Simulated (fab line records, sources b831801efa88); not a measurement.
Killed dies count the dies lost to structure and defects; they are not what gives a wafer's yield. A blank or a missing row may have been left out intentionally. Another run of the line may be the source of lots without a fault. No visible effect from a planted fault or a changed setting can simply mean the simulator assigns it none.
fab line records	flow sky130
record lots=6	wafers=18	last_day=50
route steps=708 shown VIA2@510 PAD_OPEN@708
lots with no fault: from the same line, run without faults
start_h: the number of hours between the record's first day and the start of the first shown wafer of the lot	wait_h: hours from the lot's prior step to this one	" identical to the entry in the row above	L1.1+2: a row that stands for several wafers	- either no value or no given start	* or withheld: withheld	< > ~ a bound
route shown NAME@n: a module of which the file shows steps, and the number in the route of the first	usual: mean/standard deviation taken from wafers without a fault	same: alike in all rows	chamber/n: place in a boat	sites: per-site readings	_std_site: how widely they spread, as a standard deviation	_edge_site: outer sites' mean less inner sites'	radius_mm: for every site, how far away it sits from the centre of the wafer	mask NAME#n: copy n	behind: the tool/chamber that last shaped the wafer	hold: cause of the lot's hold/its duration in hours/its outcome	device: the n, p or np transistor that did not switch	end of line: the route-end tests of the same wafers	step lacking rows: just its recipe	killed: the dies lost at the first sort to structure and to defects; this is not the yield of the wafer	map: a wafer's dies, marking killed ones x, the rest . and places with no die _
set.NAME: the setting the step ran with; set.NAME@STEP: the setting that earlier step ran with	model.NAME: the simulator's own value behind a step, which no gauge read
lots at selected steps of the route; one table per step, one row per wafer
services: when a tool's chamber went out of use (start_h, in hours from the record's first day, below 0 if earlier), for how many hours, and the reason
## steps
# step SKY_VIA2_BOW_MEAS_03
# recipe mode=bow
# usual VIA2_BOW=87/7.5
lot.wafer	tool	chamber	start_h	wait_h	VIA2_BOW[um]
L750.1	film_metro-02	-	847.62	0.2	72
L750.3	"	-	"	"	75
L750.6	"	-	"	"	89
L753.1	film_metro-03	-	893.01	0.2	95
L753.2	"	-	"	"	99
L753.6	"	-	"	"	90
L757.3	film_metro-03	-	913.25	0.2	94
L757.4	"	-	"	"	84
L757.5	"	-	"	"	93
L762.3	film_metro-02	-	941.68	0.3	87
L762.4	"	-	"	"	97
L762.5	"	-	"	"	95
L764.2	film_metro-01	-	958.36	0.1	81
L764.3	"	-	"	"	79
L764.5	"	-	"	"	87
L768.1	film_metro-03	-	976.38	0.2	88
L768.2	"	-	"	"	64
L768.5	"	-	"	"	87
# step SKY_VIA2_DEHYDRATE_04
# recipe temp_c=200	time_s=60
# step SKY_VIA2_HMDS_05
# recipe prime_time_s=60	prime_temp_c=120
# step SKY_VIA2_COAT_06
# recipe resist=BARC	temp_c=withheld	time_s=withheld	spin_rpm=3000	resist_thk_nm=60
# step SKY_VIA2_COAT_07
# recipe resist=KrF-thick	spin_rpm=3000	resist_thk_nm=450
# step SKY_VIA2_SOFTBAKE_08
# recipe temp_c=100	time_s=90	resist=KrF-thick
# step SKY_VIA2_EXPOSE_09
# recipe mask_id=VIM2	na=0.8	source_shape=annular	sigma_inner=0.55	sigma_outer=0.85	target_cd_nm=200	dose_mj=38
# step SKY_VIA2_PEB_10
# recipe peb_temp_c=withheld	peb_time_s=withheld	resist=KrF-thick
# step SKY_VIA2_DEVELOP_11
# recipe develop_time_s=60	resist=KrF-thick	dev_temp_c=21
# step SKY_VIA2_CD_MEAS_12
# recipe target_cd_nm=200
# usual cd_nm=200.4/1.4
lot.wafer	tool	chamber	start_h	wait_h	cd_nm
L750.1	cd_sem-01	-	873.74	-	202.5
L750.3	"	-	"	"	201.5
L750.6	"	-	"	"	202.5
L753.1	cd_sem-02	-	918.20	-	201.7
L753.2	"	-	"	"	202.2
L753.6	"	-	"	"	200.7
L757.3	cd_sem-02	-	937.84	-	200.4
L757.4	"	-	"	"	201.2
L757.5	"	-	"	"	200.7
L762.3	cd_sem-02	-	966.08	-	199.8
L762.4	"	-	"	"	199.5
L762.5	"	-	"	"	198.0
L764.2	cd_sem-01	-	981.75	-	199.0
L764.3	"	-	"	"	200.2
L764.5	"	-	"	"	198.9
L768.1	cd_sem-02	-	1000.10	-	201.2
L768.2	"	-	"	"	200.1
L768.5	"	-	"	"	199.9
# step SKY_VIA2_OVL_MEAS_13
# usual VIA2_OVL=3/5.6
lot.wafer	tool	chamber	start_h	wait_h	VIA2_OVL[nm]
L750.1	overlay-02	-	873.86	0.1	7
L750.3	"	-	"	"	-7
L750.6	"	-	"	"	0
L753.1	overlay-01	-	918.32	0.1	1
L753.2	"	-	"	"	1
L753.6	"	-	"	"	3
L757.3	overlay-01	-	937.94	0.1	20
L757.4	"	-	"	"	18
L757.5	"	-	"	"	14
L762.3	overlay-01	-	966.18	0.1	1
L762.4	"	-	"	"	-5
L762.5	"	-	"	"	-1
L764.2	overlay-01	-	981.85	0.1	1
L764.3	"	-	"	"	5
L764.5	"	-	"	"	1
L768.1	overlay-02	-	1000.22	0.1	6
L768.2	"	-	"	"	3
L768.5	"	-	"	"	4
# step SKY_VIA2_ETCH_14
# recipe chemistry=N2/H2	target=BARC	ion_energy_ev=200	source_w=500	bias_w=100	pressure_mtorr=30	n2_flow_sccm=100	h2_flow_sccm=200	stop_on=SiO2	time_s=44.46	target_depth_a=600
# usual drypump_motor_current_A=5.6/0.43	oes_product_au=0.871/0.0056	throttle_valve_pct=13.227/0.0093
lot.wafer	tool	chamber	start_h	wait_h	drypump_motor_current_A	oes_product_au	rf_hours_counter_h	throttle_valve_pct
L750.1	rie_diel-03	0	873.90	0.0	5.3	0.878	11	13.229
L750.3	"	1	"	"	6.3	0.869	20	13.224
L750.6	"	0	"	"	5.3	0.867	-	13.238
L753.1	rie_diel-03	0	918.36	0.0	5.3	0.876	12	13.234
L753.2	"	2	"	"	6.1	0.868	19	13.235
L753.6	"	2	"	"	6.1	0.875	-	13.234
L757.3	rie_diel-02	3	937.96	0.0	5.2	0.863	4	13.228
L757.4	"	0	"	"	5.3	0.870	2	13.221
L757.5	"	1	"	"	5.9	0.869	-	13.223
L762.3	rie_diel-02	2	966.20	0.0	5.3	0.862	7	13.209
L762.4	"	3	"	"	5.2	0.866	4	13.234
L762.5	"	2	"	"	5.3	0.872	-	13.220
L764.2	rie_diel-02	1	981.88	0.0	5.9	0.870	23	13.232
L764.3	"	0	"	"	5.3	0.875	3	13.221
L764.5	"	0	"	"	5.3	0.881	-	13.233
L768.1	rie_diel-01	2	1000.26	0.0	6.3	0.865	5	13.217
L768.2	"	0	"	"	5.8	0.873	7	13.213
L768.5	"	2	"	"	6.3	0.869	-	13.243
# step SKY_VIA2_ETCH_15
# recipe target=SiO2	chemistry=C4F8/O2/Ar	target_depth_nm=546	stop_on=TiN	mask_material=KrF-thick	source_w=1500	bias_w=1200	pressure_mtorr=40	c4f8_flow_sccm=withheld	O2_flow_sccm=6	Ar_flow_sccm=300	time_s=84
# usual oes_product_au=0.939/0.0043	run_length_s=112.6/0.36
lot.wafer	tool	chamber	start_h	wait_h	oes_product_au	rf_hours_counter_h	run_length_s	model.TiN_of_METAL2_SPUTTER_04.thk_nm
L750.1	rie_diel-03	0	873.94	0.0	0.934	11	112.3	69.86
L750.3	"	1	"	"	0.932	20	112.8	67.96
L750.6	"	0	"	"	0.939	-	112.5	68
L753.1	rie_diel-03	0	918.40	0.0	0.935	12	112.1	69.84
L753.2	"	2	"	"	0.943	19	113.1	71.19
L753.6	"	2	"	"	0.940	-	113.0	71.15
L757.3	rie_diel-02	3	938.00	0.0	0.939	4	112.3	68.94
L757.4	"	0	"	"	0.933	2	113.2	69.15
L757.5	"	1	"	"	0.939	-	112.6	70.59
L762.3	rie_diel-02	2	966.24	0.0	0.919	7	115.1	70.52
L762.4	"	3	"	"	0.923	4	115.0	69.74
L762.5	"	2	"	"	0.927	-	114.7	69.75
L764.2	rie_diel-02	1	981.92	0.0	0.922	23	115.4	67.89
L764.3	"	0	"	"	0.923	3	115.4	69.27
L764.5	"	0	"	"	0.919	-	116.3	67.99
L768.1	rie_diel-01	2	1000.30	0.0	0.938	5	112.7	69.06
L768.2	"	0	"	"	0.937	7	112.7	68.6
L768.5	"	2	"	"	0.939	-	112.4	68.55
# step SKY_VIA2_STRIP_16
# recipe chemistry=O2/N2	power_w=1400	pressure_mtorr=1500	platen_temp_c=withheld	o2_flow_sccm=3000	n2_flow_sccm=300	overash_fraction=0.5
# usual drypump_motor_current_A=5.8/0.53	oes_product_au=0.400/0.005	strip_time_to_endpoint_s=4.08/0.033
lot.wafer	tool	chamber	start_h	wait_h	drypump_motor_current_A	oes_product_au	rf_hours_counter_h	strip_time_to_endpoint_s
L750.1	plasma_asher-04	1	874.00	0.0	6.2	0.405	96	4.16
L750.3	"	1	"	"	6.2	0.410	-	4.12
L750.6	"	1	"	"	6.2	0.399	-	4.15
L753.1	plasma_asher-02	1	918.47	0.0	4.8	0.401	17	4.11
L753.2	"	0	"	"	6.1	0.399	17	4.08
L753.6	"	1	"	"	4.8	0.399	-	4.09
L757.3	plasma_asher-02	0	938.10	0.1	6.1	0.401	-	4.06
L757.4	"	1	"	"	4.7	0.402	-	4.16
L757.5	"	1	"	"	4.8	0.396	-	4.09
L762.3	plasma_asher-03	0	966.34	0.1	5.4	0.393	-	4.01
L762.4	"	1	"	"	5.8	0.398	-	4.04
L762.5	"	0	"	"	5.5	0.400	-	4.02
L764.2	plasma_asher-03	0	981.99	0.0	5.4	0.399	49	4.05
L764.3	"	0	"	"	5.4	0.398	-	4.13
L764.5	"	0	"	"	5.4	0.398	-	4.11
L768.1	plasma_asher-03	0	1000.37	0.0	5.5	0.398	51	4.07
L768.2	"	1	"	"	5.8	0.401	51	4.10
L768.5	"	0	"	"	5.5	0.401	-	4.07
# step SKY_PAD_OPEN_PROBE_99
# usual defect_limited_yield=82.4/2	killed_at_M0_to_M3=43/6.6	killed_at_M4_up=3.0/1.7	killed_at_contacts=24/5.4	killed_at_front_end=16/4.6	killed_at_other=0.3/0.53	killed_dies=87/9.7	killed_open=47/7.3	killed_short=39/6.5	sort_bin_3_pad_short=0.9/0.41	sort_bin_5_function=10.4/1.4	sort_bin_6_memory=6.3/1.2	sort_n_pass=405/9.7	sort_yield_pct=82.4/2
# same gross_dies=492	killed_at_back_side=0	sort_bin_4_leakage[%]=0	sort_bin_8_speed[%]=0
lot.wafer	tool	chamber	start_h	wait_h	defect_limited_yield[%]	killed_at_M0_to_M3	killed_at_M4_up	killed_at_contacts	killed_at_front_end	killed_at_other	killed_dies	killed_open	killed_short	sort_bin_3_pad_short[%]	sort_bin_5_function[%]	sort_bin_6_memory[%]	sort_n_pass	sort_yield_pct[%]
L753.1	prober-01	-	1128.89	0.1	83.5	40	1	20	20	0	81	46	35	1.0	10.8	4.7	411	83.5
L753.2	prober-01	-	1128.94	0.1	82.7	43	1	22	18	1	85	45	40	1.2	9.1	6.9	407	82.7
L753.6	prober-01	-	1129.14	0.2	84.8	32	2	32	9	0	75	42	33	0.4	9.1	5.7	417	84.8
L757.3	prober-01	-	1145.71	0.2	80.5	45	0	32	19	0	96	52	44	0.4	12.4	6.7	396	80.5
L757.4	prober-01	-	1145.76	0.2	78.5	54	2	29	21	0	106	55	51	1.6	11.2	8.7	386	78.5
L757.5	prober-01	-	1145.81	0.2	82.7	44	0	30	11	0	85	50	35	0.6	8.7	7.9	407	82.7
# killed by level:class
L753.1 LI_CONTACT:geometric_particle:open=10 VIA1:geometric_particle:open=10 FIELD_ISO:geometric_particle:short=8 VIA3:geometric_particle:open=6 VIA2:geometric_particle:open=5 METAL2:geometric_particle:short=5 POLY_CUT:geometric_particle:open=4 VIA1:geometric_particle:short=4
L753.2 METAL1:geometric_particle:short=9 CONTACT:geometric_particle:open=7 LI_CONTACT:geometric_particle:open=6 VIA1:geometric_particle:open=6 VIA3:geometric_particle:open=6 FIELD_ISO:geometric_particle:open=5 POLY_GATE:geometric_particle:open=5 METAL3:geometric_particle:short=5
L753.6 CONTACT:geometric_particle:open=18 VIA1:geometric_particle:open=6 VIA2:geometric_particle:open=6 LI_CONTACT:geometric_particle:open=5 CONTACT:geometric_particle:short=4 POLY_GATE:geometric_particle:short=3 LOCAL_INTERCONNECT:geometric_particle:short=3 METAL1:geometric_particle:short=3
L757.3 CONTACT:geometric_particle:open=10 CONTACT:geometric_particle:short=9 VIA1:geometric_particle:open=9 METAL2:geometric_particle:short=8 POLY_GATE:geometric_particle:open=6 LI_CONTACT:geometric_particle:open=6 FIELD_ISO:geometric_particle:short=5 LOCAL_INTERCONNECT:geometric_particle:short=5
L757.4 METAL2:geometric_particle:short=13 CONTACT:geometric_particle:open=12 VIA1:geometric_particle:open=10 VIA2:geometric_particle:open=10 FIELD_ISO:geometric_particle:open=6 FIELD_ISO:geometric_particle:short=5 POLY_GATE:geometric_particle:open=5 LI_CONTACT:geometric_particle:open=5
L757.5 VIA1:geometric_particle:open=13 VIA2:geometric_particle:open=10 CONTACT:geometric_particle:open=9 LI_CONTACT:geometric_particle:open=8 LI_CONTACT:geometric_particle:short=5 POLY_GATE:geometric_particle:short=4 VIA3:geometric_particle:open=4 VIA1:geometric_particle:short=4
## services
tool	chamber	start_h	hours	kind
rie_diel-02	0	850.64	-	clean
rie_diel-02	0	850.64	20.8	scheduled_down
rie_diel-02	0	850.64	20.8	vent_cycle
plasma_asher-02	-	851.91	14.6	pm
rie_diel-03	-	883.17	2.8	pm
plasma_asher-03	-	886.13	32.1	repair
plasma_asher-03	-	918.24	10.0	pm
plasma_asher-03	-	928.24	20.6	pm
plasma_asher-03	-	940.36	5.2	repair
rie_diel-01	3	948.72	5.5	repair
rie_diel-03	-	959.63	0.5	repair
rie_diel-01	-	969.51	2.8	pm
plasma_asher-04	-	970.43	4.3	repair
rie_diel-01	1	985.59	-	clean
rie_diel-01	1	985.59	17.0	scheduled_down
rie_diel-01	1	985.59	17.0	vent_cycle
## key
first_sign step=SKY_VIA2_ETCH_15	reading=run_length_s	direction=up	sigmas=7.6	usual=*	struck=*
effect step=SKY_VIA2_ETCH_15	reading=oes_product_au	direction=down	sigmas=3.9	usual=0.939	struck=0.922
model_effect step=SKY_VIA2_ETCH_15	value=TiN_of_METAL2_SPUTTER_04.thk_nm	without=69.74	struck=69.19
met_at SKY_VIA2_ETCH_15
struck_wafers L762.3,L762.4,L762.5,L764.2,L764.3,L764.5
onset_between 938.00 966.24
fault kind=process_parameter_drift	tool=rie_diel-02	chamber=-	onset_h=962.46	steps=SKY_VIA2_ETCH_15	channel=time_s	offset=*	shape=step	end_h=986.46	acts_in=*	stated=*
